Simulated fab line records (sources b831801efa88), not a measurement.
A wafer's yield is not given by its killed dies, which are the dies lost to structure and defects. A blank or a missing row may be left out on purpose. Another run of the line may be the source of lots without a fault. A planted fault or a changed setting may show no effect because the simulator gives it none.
fab line records	flow sky130
record: lots: 12	wafers: 36	lastDay: 50
route steps=708 shown PWDE@54 NWELL@82 VT_ADJUST_NCORE@123 VT_ADJUST_HVTR@138 PAD_OPEN@708
lots untouched by any fault: they come from a run of this same line in which no faults occurred
startH: start of the lot's first displayed wafer, in hours after the record's first day	waitH: hours from the lot's prior step to this one	" same as the row above	L1.1+2: one row covering several wafers at once	- value missing, or start not given	* or withheld: withheld	< > ~ a bound
route shown NAME@n: NAME is a module with steps in the file, n the number in the route of the first one	usual: mean/standard deviation taken from wafers without a fault	same: alike in all rows	chamber/n: place in a boat	sites: the reading at each site	_std_site: standard deviation of those values	_edge_site: the outer-site mean with the inner-site mean subtracted	radiusMm: how far each site lies from the wafer's centre	mask NAME#n: copy n	behind: tool/chamber where the wafer was last shaped	hold: why the lot was held/for how many hours/how that ended	device: the transistor (n, p or np) that didn't switch	end of line: the route-end tests of the same wafers	a step given without rows: its recipe and nothing more	killed: count of dies lost to structure and defects at first sort (not the wafer's yield)	map: the dies of a wafer, with x for killed, . for not killed, _ for no die there
set.NAME: the setting that was run; set.NAME@STEP: the one run at that earlier step	model.NAME: the simulator's own value behind a step, which no gauge read
the route's steps for a sample of lots (tables are steps, rows are wafers)
services: from which hour (startH, from the record's first day; less than 0 if before it) a tool's chamber was out of use, for how many hours, and why
== steps ==
step: SKY_PWDE_STRIP_09
recipe: chemistry: O2/N2	powerW: 1400	pressureMtorr: 1500	platenTempC: withheld	o2FlowSccm: 3000	n2FlowSccm: 300	overashFraction: 0.5
usual: drypumpMotorCurrentA: 5.8/0.51	oesProductAu: 0.723/0.005	stripTimeToEndpointS: 36.86/0.11
lot.wafer	tool	chamber	startH	waitH	drypumpMotorCurrentA	oesProductAu	rfHoursCounterH	stripTimeToEndpointS
L609.1	plasmaAsher-01	1	69.66	0.1	6.4	0.724	35	36.85
L609.2	"	0	"	"	5.6	0.718	35	36.85
L609.5	"	0	"	"	5.6	0.729	-	36.75
L610.3	plasmaAsher-03	0	70.34	0.1	4.9	0.727	-	36.71
L610.5	"	1	"	"	6.0	0.722	-	36.70
L610.6	"	0	"	"	5.0	0.720	-	36.68
L612.2	plasmaAsher-03	1	83.53	0.1	6.0	0.717	40	36.84
L612.4	"	1	"	"	6.0	0.718	-	36.84
L612.6	"	0	"	"	5.0	0.729	-	36.79
L615.3	plasmaAsher-03	1	105.46	0.1	6.0	0.721	-	37.06
L615.4	"	0	"	"	5.0	0.724	-	36.93
L615.6	"	1	"	"	6.0	0.728	-	36.92
L616.2	plasmaAsher-01	1	112.58	0.1	6.4	0.718	39	36.77
L616.3	"	1	"	"	6.5	0.721	-	36.84
L616.5	"	0	"	"	5.6	0.723	-	36.79
L621.2	plasmaAsher-01	1	137.08	0.1	6.4	0.734	42	36.87
L621.5	"	0	"	"	5.6	0.723	-	36.98
L621.6	"	1	"	"	6.5	0.724	-	36.91
L622.1	plasmaAsher-01	1	143.95	0.1	6.4	0.719	43	36.94
L622.2	"	0	"	"	5.6	0.723	43	36.87
L622.4	"	1	"	"	6.4	0.712	-	36.92
L623.1	plasmaAsher-01	0	155.20	0.1	5.6	0.733	44	37.01
L623.3	"	1	"	"	6.4	0.719	-	37.02
L623.6	"	1	"	"	6.4	0.722	-	37.02
L625.1	plasmaAsher-01	1	161.18	0.1	6.4	0.721	45	36.70
L625.4	"	0	"	"	5.6	0.724	-	36.82
L625.6	"	1	"	"	6.5	0.721	-	36.68
L629.2	plasmaAsher-01	1	183.65	0.1	6.4	0.722	46	36.94
L629.3	"	0	"	"	5.6	0.714	-	36.93
L629.4	"	1	"	"	6.4	0.725	-	36.97
L630.1	plasmaAsher-03	0	185.68	0.1	5.0	0.722	7	36.76
L630.2	"	1	"	"	6.0	0.725	7	36.94
L630.5	"	0	"	"	5.0	0.735	-	36.83
L632.3	plasmaAsher-04	0	200.47	0.1	5.4	0.717	-	36.91
L632.4	"	1	"	"	6.3	0.722	-	36.88
L632.5	"	1	"	"	6.3	0.727	-	36.69
step: SKY_NWELL_RS_MEAS_29
recipe: thkMeasGauge: four-point-probe
usual: NWELL_RS: 624.9/1.5
lot.wafer	tool	chamber	startH	waitH	NWELL_RS[ohm/sq]
L609.1	filmMetro-03	-	104.54	0.1	626.3
L609.2	"	-	"	"	628.9
L609.5	"	-	"	"	626.8
L610.3	filmMetro-01	-	104.72	0.1	623.2
L610.5	"	-	"	"	623.4
L610.6	"	-	"	"	625.0
L612.2	filmMetro-01	-	119.46	0.1	623.2
L612.4	"	-	"	"	623.8
L612.6	"	-	"	"	623.0
L615.3	filmMetro-02	-	143.08	0.1	624.4
L615.4	"	-	"	"	626.3
L615.6	"	-	"	"	625.2
L616.2	filmMetro-02	-	151.76	0.1	628.3
L616.3	"	-	"	"	627.1
L616.5	"	-	"	"	627.7
L621.2	filmMetro-01	-	177.50	0.1	623.5
L621.5	"	-	"	"	625.0
L621.6	"	-	"	"	624.0
L622.1	filmMetro-02	-	185.64	0.1	623.2
L622.2	"	-	"	"	625.0
L622.4	"	-	"	"	623.9
L623.1	filmMetro-01	-	198.24	0.1	624.7
L623.3	"	-	"	"	625.6
L623.6	"	-	"	"	622.6
L625.1	filmMetro-01	-	204.23	0.1	625.3
L625.4	"	-	"	"	624.0
L625.6	"	-	"	"	623.8
L629.2	filmMetro-01	-	228.31	0.1	624.8
L629.3	"	-	"	"	626.1
L629.4	"	-	"	"	624.5
L630.1	filmMetro-01	-	230.93	0.1	622.4
L630.2	"	-	"	"	623.3
L630.5	"	-	"	"	623.9
L632.3	filmMetro-02	-	246.09	0.1	624.5
L632.4	"	-	"	"	623.2
L632.5	"	-	"	"	625.0
step: SKY_VT_ADJUST_NCORE_EXPOSE_04
recipe: maskId: LVTN_COMPLEMENT_THIN	na: 0.6	sourceShape: conventional	sigmaOuter: 0.6	polarization: unpolarized	targetCdNm: 380	doseMj: 139
usual: exposureDoseMJCm2: 139.01/0.14
lot.wafer	tool	chamber	startH	waitH	mask	exposureDoseMJCm2
L609.1	ilineStepper-01	0	171.45	-	LVTN_COMPLEMENT_THIN#0	139.18
L609.2	"	0	"	"	LVTN_COMPLEMENT_THIN#0	139.14
L609.5	"	0	"	"	LVTN_COMPLEMENT_THIN#0	139.10
L610.3	ilineStepper-01	0	172.09	-	LVTN_COMPLEMENT_THIN#0	139.05
L610.5	"	0	"	"	LVTN_COMPLEMENT_THIN#0	138.73
L610.6	"	0	"	"	LVTN_COMPLEMENT_THIN#0	138.98
L612.2	ilineStepper-01	0	190.72	-	LVTN_COMPLEMENT_THIN#0	138.85
L612.4	"	0	"	"	LVTN_COMPLEMENT_THIN#0	138.75
L612.6	"	0	"	"	LVTN_COMPLEMENT_THIN#0	138.68
L615.3	ilineStepper-01	0	218.51	-	LVTN_COMPLEMENT_THIN#0	138.95
L615.4	"	0	"	"	LVTN_COMPLEMENT_THIN#0	138.84
L615.6	"	0	"	"	LVTN_COMPLEMENT_THIN#0	139.11
L616.2	ilineStepper-02	0	226.16	-	LVTN_COMPLEMENT_THIN#0	139.11
L616.3	"	0	"	"	LVTN_COMPLEMENT_THIN#0	139.10
L616.5	"	0	"	"	LVTN_COMPLEMENT_THIN#0	139.09
L621.2	ilineStepper-02	0	255.47	-	LVTN_COMPLEMENT_THIN#0	139.07
L621.5	"	0	"	"	LVTN_COMPLEMENT_THIN#0	138.94
L621.6	"	0	"	"	LVTN_COMPLEMENT_THIN#0	139.15
L622.1	ilineStepper-02	0	265.37	-	LVTN_COMPLEMENT_THIN#0	139.14
L622.2	"	0	"	"	LVTN_COMPLEMENT_THIN#0	139.06
L622.4	"	0	"	"	LVTN_COMPLEMENT_THIN#0	139.07
L623.1	ilineStepper-01	0	280.17	-	LVTN_COMPLEMENT_THIN#0	147.33
L623.3	"	0	"	"	LVTN_COMPLEMENT_THIN#0	147.36
L623.6	"	0	"	"	LVTN_COMPLEMENT_THIN#0	147.52
L625.1	ilineStepper-02	0	286.39	-	LVTN_COMPLEMENT_THIN#0	138.72
L625.4	"	0	"	"	LVTN_COMPLEMENT_THIN#0	139.07
L625.6	"	0	"	"	LVTN_COMPLEMENT_THIN#0	138.96
L629.2	ilineStepper-02	0	315.14	-	LVTN_COMPLEMENT_THIN#0	138.84
L629.3	"	0	"	"	LVTN_COMPLEMENT_THIN#0	138.88
L629.4	"	0	"	"	LVTN_COMPLEMENT_THIN#0	138.90
L630.1	ilineStepper-01	0	316.64	-	LVTN_COMPLEMENT_THIN#0	146.03
L630.2	"	0	"	"	LVTN_COMPLEMENT_THIN#0	146.00
L630.5	"	0	"	"	LVTN_COMPLEMENT_THIN#0	145.87
L632.3	ilineStepper-02	0	334.72	-	LVTN_COMPLEMENT_THIN#0	139.02
L632.4	"	0	"	"	LVTN_COMPLEMENT_THIN#0	138.89
L632.5	"	0	"	"	LVTN_COMPLEMENT_THIN#0	138.85
step: SKY_VT_ADJUST_NCORE_CD_MEAS_07
recipe: targetCdNm: 380
usual: cdNm: 379.2/2.1
lot.wafer	tool	chamber	startH	waitH	cdNm
L609.1	cdSem-01	-	182.40	0.1	379.7
L609.2	"	-	"	"	378.0
L609.5	"	-	"	"	376.8
L610.3	cdSem-01	-	182.81	0.1	380.0
L610.5	"	-	"	"	383.1
L610.6	"	-	"	"	382.9
L612.2	cdSem-01	-	201.17	0.1	375.2
L612.4	"	-	"	"	375.4
L612.6	"	-	"	"	376.0
L615.3	cdSem-02	-	229.03	0.1	376.1
L615.4	"	-	"	"	374.6
L615.6	"	-	"	"	376.6
L616.2	cdSem-02	-	236.79	0.1	380.3
L616.3	"	-	"	"	380.3
L616.5	"	-	"	"	380.5
L621.2	cdSem-02	-	267.26	0.1	376.4
L621.5	"	-	"	"	376.7
L621.6	"	-	"	"	379.8
L622.1	cdSem-01	-	277.92	0.1	379.5
L622.2	"	-	"	"	379.5
L622.4	"	-	"	"	382.0
L623.1	cdSem-01	-	292.39	0.1	394.2
L623.3	"	-	"	"	394.0
L623.6	"	-	"	"	393.1
L625.1	cdSem-01	-	299.37	0.1	380.3
L625.4	"	-	"	"	380.8
L625.6	"	-	"	"	378.6
L629.2	cdSem-01	-	328.12	0.1	381.3
L629.3	"	-	"	"	381.4
L629.4	"	-	"	"	379.5
L630.1	cdSem-02	-	329.42	0.1	392.8
L630.2	"	-	"	"	393.3
L630.5	"	-	"	"	391.9
L632.3	cdSem-01	-	348.51	0.1	381.4
L632.4	"	-	"	"	377.7
L632.5	"	-	"	"	381.5
step: SKY_VT_ADJUST_HVTR_CD_MEAS_07
recipe: targetCdNm: 380
usual: cdNm: 379.8/2
lot.wafer	tool	chamber	startH	waitH	cdNm
L609.1	cdSem-01	-	204.04	0.1	378.7
L609.2	"	-	"	"	377.6
L609.5	"	-	"	"	380.8
L610.3	cdSem-01	-	204.38	0.1	380.9
L610.5	"	-	"	"	379.9
L610.6	"	-	"	"	378.7
L612.2	cdSem-01	-	223.87	0.1	379.9
L612.4	"	-	"	"	378.3
L612.6	"	-	"	"	380.3
L615.3	cdSem-01	-	252.38	0.1	383.8
L615.4	"	-	"	"	383.3
L615.6	"	-	"	"	381.7
L616.2	cdSem-01	-	260.56	0.1	379.6
L616.3	"	-	"	"	378.9
L616.5	"	-	"	"	376.2
L621.2	cdSem-02	-	292.96	0.1	382.2
L621.5	"	-	"	"	378.9
L621.6	"	-	"	"	381.6
L622.1	cdSem-02	-	302.89	0.1	375.9
L622.2	"	-	"	"	375.8
L622.4	"	-	"	"	377.3
L623.1	cdSem-02	-	318.64	0.1	379.8
L623.3	"	-	"	"	380.3
L623.6	"	-	"	"	377.6
L625.1	cdSem-01	-	324.64	0.1	381.1
L625.4	"	-	"	"	380.0
L625.6	"	-	"	"	379.9
L629.2	cdSem-01	-	355.87	0.1	376.8
L629.3	"	-	"	"	378.7
L629.4	"	-	"	"	382.6
L630.1	cdSem-02	-	356.85	0.1	381.2
L630.2	"	-	"	"	380.4
L630.5	"	-	"	"	380.9
L632.3	cdSem-02	-	377.43	0.1	378.8
L632.4	"	-	"	"	380.1
L632.5	"	-	"	"	378.5
step: SKY_PAD_OPEN_PROBE_99
usual: killed_at_M0_to_M3: 43/6.8	killed_at_M4_up: 2.9/1.7	killedAtContacts: 24/5.4	killedAtFrontEnd: 15/4.8	killedAtOther: 0.3/0.57	killedDies: 85/9.4	killedOpen: 47/7.5	killedShort: 38/5.7
same: grossDies: 492	killedAtBackSide: 0
lot.wafer	tool	chamber	startH	waitH	killed_at_M0_to_M3	killed_at_M4_up	killedAtContacts	killedAtFrontEnd	killedAtOther	killedDies	killedOpen	killedShort
L622.1	prober-02	-	1151.99	0.1	33	4	21	20	1	79	41	38
L622.2	prober-02	-	1152.04	0.1	45	4	28	18	0	95	56	39
L622.4	prober-02	-	1152.14	0.2	31	2	25	11	1	70	41	29
L623.1	prober-01	-	1154.72	0.1	50	4	22	14	1	91	56	35
L623.3	prober-01	-	1154.82	0.2	49	1	32	22	0	104	57	47
L623.6	prober-01	-	1154.97	0.2	44	1	23	10	1	79	46	33
L629.2	prober-01	-	1182.12	0.1	42	1	28	23	1	95	53	42
L629.3	prober-01	-	1182.17	0.2	36	2	24	19	0	81	48	33
L629.4	prober-01	-	1182.22	0.2	50	5	26	11	1	93	46	47
killed by level:class
L622.1 LI_CONTACT:geometricParticle:open=8 VIA1:geometricParticle:open=7 VIA2:geometricParticle:open=7 CONTACT:geometricParticle:open=6 POLY_GATE:geometricParticle:short=5 LOCAL_INTERCONNECT:geometricParticle:short=4 VIA1:geometricParticle:short=4 METAL1:geometricParticle:short=4
L622.2 VIA1:geometricParticle:open=12 CONTACT:geometricParticle:open=9 VIA2:geometricParticle:open=9 LI_CONTACT:geometricParticle:open=8 VIA1:geometricParticle:short=6 VIA3:geometricParticle:open=5 LI_CONTACT:geometricParticle:short=5 SPACER:geometricParticle:open=5
L622.4 LI_CONTACT:geometricParticle:open=9 VIA1:geometricParticle:open=8 CONTACT:geometricParticle:open=7 CONTACT:geometricParticle:short=5 VIA2:geometricParticle:open=5 LOCAL_INTERCONNECT:geometricParticle:short=4 METAL1:geometricParticle:short=3 METAL2:geometricParticle:short=3
L623.1 VIA1:geometricParticle:open=18 VIA3:geometricParticle:open=9 CONTACT:geometricParticle:open=8 METAL2:geometricParticle:short=7 FIELD_ISO:geometricParticle:short=5 POLY_GATE:geometricParticle:short=4 LI_CONTACT:geometricParticle:open=4 LOCAL_INTERCONNECT:geometricParticle:short=4
L623.3 VIA1:geometricParticle:open=12 LI_CONTACT:geometricParticle:open=9 VIA3:geometricParticle:open=8 FIELD_ISO:geometricParticle:open=6 FIELD_ISO:geometricParticle:short=6 CONTACT:geometricParticle:short=6 CONTACT:geometricParticle:open=6 LI_CONTACT:geometricParticle:short=5
L623.6 VIA1:geometricParticle:open=13 CONTACT:geometricParticle:open=9 METAL1:geometricParticle:short=6 LI_CONTACT:geometricParticle:open=5 VIA1:geometricParticle:short=5 VIA2:geometricParticle:open=5 FIELD_ISO:geometricParticle:open=4 LI_CONTACT:geometricParticle:short=4
L629.2 CONTACT:geometricParticle:open=10 VIA1:geometricParticle:open=9 POLY_GATE:geometricParticle:short=8 VIA3:geometricParticle:open=8 LI_CONTACT:geometricParticle:open=7 VIA2:geometricParticle:open=7 FIELD_ISO:geometricParticle:open=6 FIELD_ISO:geometricParticle:short=6
L629.3 VIA1:geometricParticle:open=10 CONTACT:geometricParticle:open=9 LI_CONTACT:geometricParticle:open=8 FIELD_ISO:geometricParticle:short=7 POLY_GATE:geometricParticle:open=4 VIA3:geometricParticle:short=4 POLY_GATE:geometricParticle:short=3 METAL2:geometricParticle:short=3
L629.4 VIA1:geometricParticle:open=12 METAL1:geometricParticle:short=8 VIA2:geometricParticle:open=8 CONTACT:geometricParticle:open=7 FIELD_ISO:geometricParticle:short=5 LI_CONTACT:geometricParticle:open=5 CONTACT:geometricParticle:short=4 METAL2:geometricParticle:short=4
== services ==
tool	chamber	startH	hours	kind
ilineStepper-01	-	46.58	3.3	repair
ilineStepper-02	-	61.19	1.7	pm
plasmaAsher-03	-	62.59	4.4	repair
plasmaAsher-01	-	68.80	0.6	repair
plasmaAsher-03	-	108.78	9.0	pm
plasmaAsher-03	0	108.78	9.0	ventCycle
plasmaAsher-03	1	108.78	9.0	ventCycle
plasmaAsher-03	0	117.78	-	clean
plasmaAsher-03	1	117.78	-	clean
ilineStepper-02	-	156.06	11.4	repair
ilineStepper-01	-	167.61	1.7	pm
ilineStepper-01	-	167.72	0.8	repair
plasmaAsher-01	-	171.03	2.8	pm
plasmaAsher-04	-	182.90	10.3	pm
plasmaAsher-03	-	192.72	4.5	repair
plasmaAsher-01	-	212.75	12.0	repair
plasmaAsher-03	-	234.28	2.2	repair
ilineStepper-02	-	279.37	1.7	pm
plasmaAsher-04	-	280.07	2.8	pm
plasmaAsher-04	-	307.58	1.6	repair
ilineStepper-02	-	318.42	2.1	pm
ilineStepper-02	-	320.50	-	consumableReplace:lamp
plasmaAsher-03	-	327.96	13.8	repair
== key ==
firstSign: step: SKY_VT_ADJUST_NCORE_EXPOSE_04	reading: exposureDoseMJCm2	direction: up	sigmas: 54	usual: *	struck: *
effect: step: SKY_VT_ADJUST_NCORE_CD_MEAS_07	reading: cdNm	direction: up	sigmas: 6.5	usual: 379.2	struck: 393.2	through: controlLoop
metAt SKY_VT_ADJUST_NCORE_EXPOSE_04
struckLots L623,L630
testerLeftOut L623,L630
loopTrim: step: SKY_VT_ADJUST_NCORE_EXPOSE_04	setting: dose	lots: L630
notActingAt SKY_PWDE_STRIP_09,SKY_NWELL_RS_MEAS_29,SKY_VT_ADJUST_HVTR_CD_MEAS_07
onsetBetween 218.51 280.17
fault: kind: processParameterDrift	tool: ilineStepper-01	chamber: -	onsetH: 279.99	steps: SKY_VT_ADJUST_NCORE_EXPOSE_04	channel: doseMj	offset: 8.4625	shape: step	actsIn: theseRecipesOnly	stated: 139
testerLeftOut: of these lots the tester's yield and bins aren't shown, on N5 and GAA mostly nor the transistor test; their killed dies are dies lost to structure and defects alone, not to doping, threshold or leakage, so they don't give the yield
loopTrim: a control loop set the setting to another value than it would have without faults
